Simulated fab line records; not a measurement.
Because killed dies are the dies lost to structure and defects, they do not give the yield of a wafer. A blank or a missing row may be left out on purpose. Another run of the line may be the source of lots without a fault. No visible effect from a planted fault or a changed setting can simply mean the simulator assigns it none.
fab line records | flow sky130
record: lots: 6 | wafers: 18 | last-day: 49
route steps=708 shown POLY_CUT@312 SD_P@320
lots that met no fault: taken from a fault-free run of the same line
start-h: the number of hours between the record's first day and the start of the first shown wafer of the lot | wait-h: hours from the lot's prior step to this one | " same as the row above | L1.1+2: several wafers, shown together as one row | - no value present, or no start provided | * or withheld: withheld | < > ~ a bound
route shown NAME@n: a module of which the file shows steps, and the number in the route of the first | usual: mean/standard deviation taken from wafers without a fault | same: alike in all rows | chamber/n: place in a boat | sites: per-site readings | _std_site: how widely they spread, as a standard deviation | _edge_site: mean of outer sites minus mean of inner sites | radius-mm: for every site, how far away it sits from the centre of the wafer | mask NAME#n: copy n | behind: tool/chamber where the wafer was last shaped | hold: why the lot went on hold/how many hours it stayed there/how the hold came to an end | device: whichever transistor did not switch (one of n, p or np) | end of line: the tests these same wafers got at the end of their route | step lacking rows: just its recipe | killed: dies lost to structure and defects at the first sort, not the wafer's yield | map: the dies of a wafer, with x for killed, . for not killed, _ for no die there
set.NAME: the setting that was run; set.NAME@STEP: the one run at that earlier step | model.NAME: the simulator's own value behind a step, which no gauge read
a table for each step, a row for each wafer; lots at some steps of the route
services: when a tool's chamber went out of use (start-h, in hours from the record's first day, below 0 if earlier), for how many hours, and the reason
== steps ==
step: SKY_POLY_CUT_EXPOSE_05
recipe: mask-id: NPCM | na: 0.8 | source-shape: annular | sigma-inner: 0.55 | sigma-outer: 0.85 | target-cd-nm: 270 | dose-mj: 32
step: SKY_POLY_CUT_PEB_06
recipe: peb-temp-c: withheld | peb-time-s: withheld | resist: KrF-thick
step: SKY_POLY_CUT_DEVELOP_07
recipe: develop-time-s: 60 | resist: KrF-thick | dev-temp-c: 21
step: SKY_POLY_CUT_CD_MEAS_08
recipe: target-cd-nm: 270
usual: cd-nm: 270.4/1.5
lot.wafer | tool      | chamber | start-h | wait-h | cd-nm
L128.1    | cd-sem-02 | -       | 557.81  | -      | 270.3
L128.2    | "         | -       | "       | "      | 271.4
L128.3    | "         | -       | "       | "      | 270.7
L130.2    | cd-sem-01 | -       | 571.37  | -      | 269.3
L130.3    | "         | -       | "       | "      | 267.6
L130.6    | "         | -       | "       | "      | 268.7
L138.2    | cd-sem-02 | -       | 648.37  | -      | 272.6
L138.4    | "         | -       | "       | "      | 271.2
L138.6    | "         | -       | "       | "      | 273.4
L140.3    | cd-sem-01 | -       | 664.81  | -      | 269.3
L140.4    | "         | -       | "       | "      | 269.7
L140.5    | "         | -       | "       | "      | 270.9
L145.4    | cd-sem-01 | -       | 712.18  | -      | 269.3
L145.5    | "         | -       | "       | "      | 268.7
L145.6    | "         | -       | "       | "      | 269.4
L147.2    | cd-sem-02 | -       | 719.99  | -      | 270.5
L147.3    | "         | -       | "       | "      | 271.5
L147.5    | "         | -       | "       | "      | 272.5
step: SKY_POLY_CUT_OVL_MEAS_09
usual: POLY_CUT_OVL: 0/5.4
lot.wafer | tool       | chamber | start-h | wait-h | POLY_CUT_OVL[nm]
L128.1    | overlay-02 | -       | 557.93  | 0.1    | 3
L128.2    | "          | -       | "       | "      | 1
L128.3    | "          | -       | "       | "      | 6
L130.2    | overlay-01 | -       | 571.48  | 0.1    | -8
L130.3    | "          | -       | "       | "      | -9
L130.6    | "          | -       | "       | "      | -3
L138.2    | overlay-01 | -       | 648.48  | 0.1    | -5
L138.4    | "          | -       | "       | "      | -3
L138.6    | "          | -       | "       | "      | 4
L140.3    | overlay-01 | -       | 664.90  | 0.1    | 4
L140.4    | "          | -       | "       | "      | 0
L140.5    | "          | -       | "       | "      | 3
L145.4    | overlay-02 | -       | 712.26  | 0.1    | 13
L145.5    | "          | -       | "       | "      | -4
L145.6    | "          | -       | "       | "      | 2
L147.2    | overlay-02 | -       | 720.09  | 0.1    | 4
L147.3    | "          | -       | "       | "      | 0
L147.5    | "          | -       | "       | "      | -1
step: SKY_POLY_CUT_ETCH_10
recipe: chemistry: N2/H2 | target: BARC | ion-energy-ev: 200 | source-w: 500 | bias-w: 100 | pressure-mtorr: 30 | n2-flow-sccm: 100 | h2-flow-sccm: 200 | stop-on: SiO2 | time-s: 45.9 | target-depth-a: 600
usual: drypump-motor-current-A: 5.7/0.5 | oes-product-au: 0.855/0.0052 | throttle-valve-pct: 13.224/0.0089
lot.wafer | tool        | chamber | start-h | wait-h | drypump-motor-current-A | oes-product-au | rf-hours-counter-h | throttle-valve-pct
L128.1    | rie-diel-02 | 2       | 557.97  | 0.0    | 6.5                     | 0.855          | 36                 | 13.224
L128.2    | "           | 3       | "       | "      | 5.2                     | 0.851          | 67                 | 13.231
L128.3    | "           | 0       | "       | "      | 5.5                     | 0.848          | 75                 | 13.216
L130.2    | rie-diel-02 | 3       | 571.51  | 0.0    | 5.2                     | 0.854          | 67                 | 13.224
L130.3    | "           | 2       | "       | "      | 6.5                     | 0.854          | 36                 | 13.226
L130.6    | "           | 1       | "       | "      | 5.6                     | 0.858          | -                  | 13.228
L138.2    | rie-diel-04 | 3       | 648.51  | 0.0    | 6.5                     | 0.853          | 18                 | 13.217
L138.4    | "           | 0       | "       | "      | 5.5                     | 0.849          | -                  | 13.217
L138.6    | "           | 3       | "       | "      | 6.5                     | 0.860          | -                  | 13.237
L140.3    | rie-diel-03 | 2       | 664.92  | 0.0    | 5.8                     | 0.864          | 3                  | 13.246
L140.4    | "           | 3       | "       | "      | 5.3                     | 0.852          | 1                  | 13.228
L140.5    | "           | 2       | "       | "      | 5.9                     | 0.856          | -                  | 13.207
L145.4    | rie-diel-04 | 2       | 712.27  | 0.0    | 5.6                     | 0.850          | 9                  | 13.232
L145.5    | "           | 3       | "       | "      | 6.5                     | 0.848          | -                  | 13.229
L145.6    | "           | 2       | "       | "      | 5.6                     | 0.848          | -                  | 13.225
L147.2    | rie-diel-02 | 3       | 720.12  | 0.0    | 5.2                     | 0.857          | 1                  | 13.235
L147.3    | "           | 0       | "       | "      | 5.4                     | 0.852          | 3                  | 13.243
L147.5    | "           | 2       | "       | "      | 6.5                     | 0.849          | -                  | 13.241
step: SKY_POLY_CUT_ETCH_11
recipe: target: Si3N4 | chemistry: CF4/CH2F2/Ar | stop-on: poly-Si | source-w: 600 | bias-w: 150 | pressure-mtorr: 40 | cf4-flow-sccm: 40 | ch2f2-flow-sccm: 20 | Ar_flow_sccm: 150 | time-s: 42.5 | target-depth-a: 600
usual: drypump-motor-current-A: 5.7/0.49 | oes-product-au: 0.829/0.0063 | throttle-valve-pct: 14.994/0.0095
lot.wafer | tool        | chamber | start-h | wait-h | drypump-motor-current-A | oes-product-au | rf-hours-counter-h | throttle-valve-pct
L128.1    | rie-diel-02 | 2       | 558.01  | 0.0    | 6.5                     | 0.830          | 36                 | 15.004
L128.2    | "           | 3       | "       | "      | 5.2                     | 0.839          | 67                 | 14.998
L128.3    | "           | 0       | "       | "      | 5.4                     | 0.835          | 75                 | 15.002
L130.2    | rie-diel-02 | 3       | 571.55  | 0.0    | 5.2                     | 0.844          | 67                 | 14.984
L130.3    | "           | 2       | "       | "      | 6.5                     | 0.834          | 36                 | 15.007
L130.6    | "           | 1       | "       | "      | 5.6                     | 0.833          | -                  | 14.992
L138.2    | rie-diel-04 | 3       | 648.55  | 0.0    | 6.5                     | 0.825          | 18                 | 14.996
L138.4    | "           | 0       | "       | "      | 5.5                     | 0.822          | -                  | 14.991
L138.6    | "           | 3       | "       | "      | 6.5                     | 0.819          | -                  | 14.993
L140.3    | rie-diel-03 | 2       | 664.97  | 0.0    | 5.9                     | 0.840          | 3                  | 14.987
L140.4    | "           | 3       | "       | "      | 5.2                     | 0.818          | 1                  | 15.008
L140.5    | "           | 2       | "       | "      | 5.8                     | 0.832          | -                  | 14.983
L145.4    | rie-diel-04 | 2       | 712.32  | 0.0    | 5.6                     | 0.837          | 9                  | 15.012
L145.5    | "           | 3       | "       | "      | 6.5                     | 0.830          | -                  | 14.976
L145.6    | "           | 2       | "       | "      | 5.6                     | 0.828          | -                  | 14.991
L147.2    | rie-diel-02 | 3       | 720.17  | 0.0    | 5.2                     | 0.823          | 1                  | 14.990
L147.3    | "           | 0       | "       | "      | 5.5                     | 0.829          | 3                  | 14.985
L147.5    | "           | 2       | "       | "      | 6.5                     | 0.830          | -                  | 15.006
step: SKY_POLY_CUT_STRIP_12
recipe: chemistry: O2/N2 | power-w: 1400 | pressure-mtorr: 1500 | platen-temp-c: withheld | o2-flow-sccm: 3000 | n2-flow-sccm: 300 | overash-fraction: 0.5
usual: drypump-motor-current-A: 5.5/0.34 | o2-flow-sccm: 2999/9 | oes-product-au: 0.452/0.0047 | strip-time-to-endpoint-s: 5.359/0.019
same: overash-fraction: 0.5
lot.wafer | tool            | chamber | start-h | wait-h | drypump-motor-current-A | o2-flow-sccm | oes-product-au | rf-hours-counter-h | strip-time-to-endpoint-s
L128.1    | plasma-asher-03 | 0       | 558.05  | 0.0    | 5.5                     | 2996         | 0.448          | 13                 | 5.348
L128.2    | "               | 1       | "       | "      | 5.6                     | 2998         | 0.452          | 13                 | 5.365
L128.3    | "               | 0       | "       | "      | 5.5                     | 3000         | 0.453          | -                  | 5.347
L130.2    | plasma-asher-02 | 1       | 571.59  | 0.0    | 4.7                     | 3003         | 0.447          | 66                 | 5.374
L130.3    | "               | 1       | "       | "      | 4.7                     | 2987         | 0.447          | -                  | 5.374
L130.6    | "               | 1       | "       | "      | 4.7                     | 3004         | 0.456          | -                  | 5.350
L138.2    | plasma-asher-02 | 0       | 648.59  | 0.0    | 5.8                     | 3012         | 0.454          | 75                 | 5.383
L138.4    | "               | 1       | "       | "      | 4.8                     | 3004         | 0.452          | -                  | 5.409
L138.6    | "               | 1       | "       | "      | 4.8                     | 3001         | 0.461          | -                  | 5.382
L140.3    | plasma-asher-01 | 1       | 665.04  | 0.1    | 5.5                     | 3008         | 0.451          | -                  | 5.361
L140.4    | "               | 0       | "       | "      | 5.6                     | 2997         | 0.449          | -                  | 5.371
L140.5    | "               | 0       | "       | "      | 5.6                     | 2995         | 0.447          | -                  | 5.348
L145.4    | plasma-asher-01 | 0       | 712.39  | 0.1    | 5.6                     | 2992         | 0.446          | -                  | 5.342
L145.5    | "               | 1       | "       | "      | 5.5                     | 2996         | 0.449          | -                  | 5.341
L145.6    | "               | 0       | "       | "      | 5.6                     | 3006         | 0.454          | -                  | 5.335
L147.2    | plasma-asher-03 | 0       | 720.21  | 0.0    | 5.6                     | 2985         | 0.460          | 27                 | 5.376
L147.3    | "               | 0       | "       | "      | 5.5                     | 3006         | 0.451          | -                  | 5.323
L147.5    | "               | 0       | "       | "      | 5.6                     | 3006         | 0.454          | -                  | 5.363
step: SKY_SD_P_DEHYDRATE_00
recipe: temp-c: 200 | time-s: 60
step: SKY_SD_P_HMDS_01
recipe: prime-time-s: 60 | prime-temp-c: 120
step: SKY_SD_P_COAT_02
recipe: resist: NOVOLAK | spin-rpm: 3000 | resist-thk-nm: 1140
step: SKY_SD_P_SOFTBAKE_03
recipe: temp-c: 90 | time-s: 60 | resist: NOVOLAK
step: SKY_SD_P_EXPOSE_04
recipe: mask-id: PSDM | na: 0.6 | source-shape: conventional | sigma-outer: 0.6 | polarization: unpolarized | target-cd-nm: 380 | dose-mj: 138
usual: exposure-dose-mJ-cm2: 137.95/0.15 | focus-offset-nm: 0.0/0.48
lot.wafer | tool             | chamber | start-h | wait-h | mask   | exposure-dose-mJ-cm2 | focus-offset-nm
L128.1    | iline-stepper-01 | 0       | 573.33  | -      | PSDM#0 | 138.23               | 0.0
L128.2    | "                | 0       | "       | "      | PSDM#0 | 138.18               | 0.9
L128.3    | "                | 0       | "       | "      | PSDM#0 | 138.30               | -0.1
L130.2    | iline-stepper-02 | 0       | 587.03  | -      | PSDM#0 | 138.06               | 0.5
L130.3    | "                | 0       | "       | "      | PSDM#0 | 138.11               | -0.1
L130.6    | "                | 0       | "       | "      | PSDM#0 | 137.82               | -0.4
L138.2    | iline-stepper-01 | 0       | 662.75  | -      | PSDM#0 | 137.82               | -0.1
L138.4    | "                | 0       | "       | "      | PSDM#0 | 137.76               | 0.0
L138.6    | "                | 0       | "       | "      | PSDM#0 | 137.80               | 0.3
L140.3    | iline-stepper-02 | 0       | 679.72  | -      | PSDM#0 | 137.85               | 0.6
L140.4    | "                | 0       | "       | "      | PSDM#0 | 137.92               | -0.5
L140.5    | "                | 0       | "       | "      | PSDM#0 | 137.91               | 0.2
L145.4    | iline-stepper-02 | -       | 725.96  | -      | PSDM#0 | -                    | -
L145.5    | "                | -       | "       | "      | PSDM#0 | -                    | -
L145.6    | "                | -       | "       | "      | PSDM#0 | -                    | -
L147.2    | iline-stepper-01 | -       | 734.36  | -      | PSDM#0 | -                    | -
L147.3    | "                | -       | "       | "      | PSDM#0 | -                    | -
L147.5    | "                | -       | "       | "      | PSDM#0 | -                    | -
step: SKY_SD_P_PEB_05
recipe: temp-c: withheld | time-s: * | resist: NOVOLAK
== services ==
tool             | chamber | start-h | hours | kind
plasma-asher-03  | -       | 540.34  | 4.3   | pm
iline-stepper-02 | -       | 542.85  | 2.1   | pm
iline-stepper-02 | -       | 564.95  | 1.7   | pm
rie-diel-02      | 0       | 568.14  | 16.9  | repair
rie-diel-03      | 2       | 568.34  | 4.2   | repair
rie-diel-03      | 2       | 583.56  | 11.2  | repair
rie-diel-02      | 0       | 588.07  | -     | clean
rie-diel-02      | 0       | 588.07  | 30.6  | scheduled-down
rie-diel-03      | 1       | 588.55  | 6.7   | repair
rie-diel-03      | 2       | 598.28  | 2.5   | repair
plasma-asher-03  | -       | 618.50  | 5.6   | repair
rie-diel-02      | 3       | 627.52  | 18.7  | repair
rie-diel-04      | 2       | 629.91  | 4.8   | repair
iline-stepper-01 | -       | 633.09  | 0.8   | repair
rie-diel-02      | 1       | 636.62  | 9.4   | repair
plasma-asher-03  | -       | 638.39  | 21.8  | repair
rie-diel-04      | 1       | 646.07  | 7.2   | repair
iline-stepper-01 | -       | 650.54  | 5.6   | repair
rie-diel-04      | 1       | 656.10  | 8.9   | repair
plasma-asher-01  | -       | 668.19  | 2.0   | repair
rie-diel-03      | 1       | 685.64  | 10.2  | repair
rie-diel-02      | 0       | 699.32  | 7.2   | repair
rie-diel-03      | 2       | 726.04  | 7.6   | repair
plasma-asher-01  | -       | 733.75  | 9.0   | pm
== key ==
first-sign: step: SKY_SD_P_EXPOSE_04 | reading: tool-record | direction: missing
effect none on later readings
met-at SKY_SD_P_EXPOSE_04
struck-wafers L145.4,L145.5,L145.6,L147.2,L147.3,L147.5
sort-left-out L145.4,L145.5,L145.6,L147.2,L147.3,L147.5
tester-left-out L145,L147
onset-between 679.72 725.96
fault: kind: skipped-step-whole | tool: iline-stepper-01,iline-stepper-02 | chamber: - | onset-h: 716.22 | steps: SKY_SD_P_EXPOSE_04 | scope: struck-lots-only
tester-left-out: of these lots the tester's yield and bins aren't shown, on N5 and GAA mostly nor the transistor test; their killed dies are dies lost to structure and defects alone, not to doping, threshold or leakage, so they don't give the yield
sort-left-out: the simulated sort isn't trusted on such a fault, so these wafers' sort isn't shown, and their yield isn't known
